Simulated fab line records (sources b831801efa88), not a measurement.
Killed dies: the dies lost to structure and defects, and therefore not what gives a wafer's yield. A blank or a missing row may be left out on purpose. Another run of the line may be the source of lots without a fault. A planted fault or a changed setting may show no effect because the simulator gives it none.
Commonality check across tools :: flow gf180mcu :: 36 wafers sampled across 12 lots

== WHY IT WAS OPENED ==
2 of 12 lots carry a flag on the reading V2_CVD_02_THK at GF_V2_THK_MEAS_03. No-fault wafers: 851 nm, standard deviation 11.
Rule: a lot is flagged in two cases, either no wafer of it has a number, or all its wafers with numbers fall more than 4 standard deviations from that mean. The other lots count as sound.

lot: L943
measured: day 19 12:23
on: film-metro-02
V2_CVD_02_THK (nm), wafer by wafer: 852 872 865
flag: 

lot: L944
measured: day 19 21:10
on: film-metro-03
V2_CVD_02_THK (nm), wafer by wafer: 842 850 837
flag: 

lot: L946
measured: day 20 12:22
on: film-metro-01
V2_CVD_02_THK (nm), wafer by wafer: 845 838 857
flag: 

lot: L947
measured: day 20 15:04
on: film-metro-01
V2_CVD_02_THK (nm), wafer by wafer: 845 839 861
flag: 

lot: L949
measured: day 21 06:40
on: film-metro-03
V2_CVD_02_THK (nm), wafer by wafer: 851 854 851
flag: 

lot: L953
measured: day 23 01:46
on: film-metro-02
V2_CVD_02_THK (nm), wafer by wafer: 842 870 854
flag: 

lot: L957
measured: day 24 15:55
on: film-metro-01
V2_CVD_02_THK (nm), wafer by wafer: 674 692 684
flag: FLAGGED

lot: L959
measured: day 25 05:07
on: film-metro-02
V2_CVD_02_THK (nm), wafer by wafer: 698 706 712
flag: FLAGGED

lot: L960
measured: day 25 11:43
on: film-metro-02
V2_CVD_02_THK (nm), wafer by wafer: 836 849 858
flag: 

lot: L964
measured: day 26 10:59
on: film-metro-03
V2_CVD_02_THK (nm), wafer by wafer: 839 842 843
flag: 

lot: L965
measured: day 26 20:50
on: film-metro-01
V2_CVD_02_THK (nm), wafer by wafer: 849 869 853
flag: 

lot: L966
measured: day 27 00:34
on: film-metro-02
V2_CVD_02_THK (nm), wafer by wafer: 858 875 859
flag: 
Average over the flagged lots: 694 nm; offset from the usual -157 nm, equal to -14 standard deviations.

== EACH LOT AND THE TOOL IT RAN ON ==
Before the reading, the record contains 2 process steps out of a 602-step route. In each cell: the tool, then ch and the chambers that the sampled wafers went through, then the start.
lot: L943
flag: 
GF_M1_METAL_ETCH_16: rie-metal-03 ch 0,1, day 17 08:41
GF_V2_CVD_02: pecvd-01 ch 0,1,2, day 19 12:18

lot: L944
flag: 
GF_M1_METAL_ETCH_16: rie-metal-04 ch 0,1, day 17 16:16
GF_V2_CVD_02: pecvd-02 ch 0,1,2, day 19 21:06

lot: L946
flag: 
GF_M1_METAL_ETCH_16: rie-metal-04 ch 0,1, day 18 08:34
GF_V2_CVD_02: pecvd-02 ch 0,1, day 20 12:17

lot: L947
flag: 
GF_M1_METAL_ETCH_16: rie-metal-04 ch 0,1, day 18 12:00
GF_V2_CVD_02: pecvd-02 ch 0,1,2, day 20 14:59

lot: L949
flag: 
GF_M1_METAL_ETCH_16: rie-metal-04 ch 0,1, day 19 01:54
GF_V2_CVD_02: pecvd-02 ch 1,2, day 21 06:35

lot: L953
flag: 
GF_M1_METAL_ETCH_16: rie-metal-02 ch 0, day 20 23:09
GF_V2_CVD_02: pecvd-04 ch 0,2, day 23 01:41

lot: L957
flag: FLAGGED
GF_M1_METAL_ETCH_16: rie-metal-02 ch 0,1, day 22 14:26
GF_V2_CVD_02: pecvd-01 ch 0,1,2, day 24 15:50

lot: L959
flag: FLAGGED
GF_M1_METAL_ETCH_16: rie-metal-03 ch 0, day 23 04:56
GF_V2_CVD_02: pecvd-01 ch 1,2, day 25 05:02

lot: L960
flag: 
GF_M1_METAL_ETCH_16: rie-metal-02 ch 1, day 23 11:35
GF_V2_CVD_02: pecvd-04 ch 0,1,2, day 25 11:38

lot: L964
flag: 
GF_M1_METAL_ETCH_16: rie-metal-04 ch 0,1, day 24 12:02
GF_V2_CVD_02: pecvd-02 ch 0,2, day 26 10:54

lot: L965
flag: 
GF_M1_METAL_ETCH_16: rie-metal-03 ch 1, day 24 21:53
GF_V2_CVD_02: pecvd-04 ch 0,2, day 26 20:46

lot: L966
flag: 
GF_M1_METAL_ETCH_16: rie-metal-04 ch 0,1, day 25 03:18
GF_V2_CVD_02: pecvd-04 ch 0,1,2, day 27 00:28
What these steps do:
- GF_M1_METAL_ETCH_16: etches the open film in Cl2/BCl3, stops on SiO2, target depth 627.5 nm, time 104.6 s.
- GF_V2_CVD_02: deposits SiO2 from TEOS, target thk 850 nm, time 94.851 s.
- GF_V2_THK_MEAS_03

== FLAGGED AGAINST TOTAL, ONE TOOL AT A TIME (gauges that did the reading follow at the end) ==
step: GF_M1_METAL_ETCH_16
tool: rie-metal-02
lots run: 3
flagged: 1
share of the flagged lots: some
sound lots run after its first flagged lot: 1 (L960)

step: GF_M1_METAL_ETCH_16
tool: rie-metal-03
lots run: 3
flagged: 1
share of the flagged lots: some
sound lots run after its first flagged lot: 1 (L965)

step: GF_M1_METAL_ETCH_16
tool: rie-metal-04
lots run: 6
flagged: 0
share of the flagged lots: none
sound lots run after its first flagged lot: -

step: GF_V2_CVD_02
tool: pecvd-01
lots run: 3
flagged: 2
share of the flagged lots: all
sound lots run after its first flagged lot: 0

step: GF_V2_CVD_02
tool: pecvd-02
lots run: 5
flagged: 0
share of the flagged lots: none
sound lots run after its first flagged lot: -

step: GF_V2_CVD_02
tool: pecvd-04
lots run: 4
flagged: 0
share of the flagged lots: none
sound lots run after its first flagged lot: -

step: GF_V2_THK_MEAS_03
tool: film-metro-01
lots run: 4
flagged: 1
share of the flagged lots: some
sound lots run after its first flagged lot: 1 (L965)

step: GF_V2_THK_MEAS_03
tool: film-metro-02
lots run: 5
flagged: 1
share of the flagged lots: some
sound lots run after its first flagged lot: 2 (L960,L966)

step: GF_V2_THK_MEAS_03
tool: film-metro-03
lots run: 3
flagged: 0
share of the flagged lots: none
sound lots run after its first flagged lot: -

== WHAT THE TABLE PERMITS ==
All flagged lots share 1 row of the table, namely pecvd-01 at GF_V2_CVD_02.
- pecvd-01 at GF_V2_CVD_02: 2 of its 3 lots flagged. A fault beginning between L943 (day 19 12:18), its last sound lot, and L957 (day 24 15:50), its first flagged one, fits the data.
One tool is left: pecvd-01 at GF_V2_CVD_02.

== WHAT THE SIMULATOR HAD PUT IN ==
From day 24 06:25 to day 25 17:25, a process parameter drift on pecvd-01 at GF_V2_CVD_02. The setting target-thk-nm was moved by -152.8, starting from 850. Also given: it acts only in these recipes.
Shown lots that were struck: L957, L959. This agrees with what the rule above found.
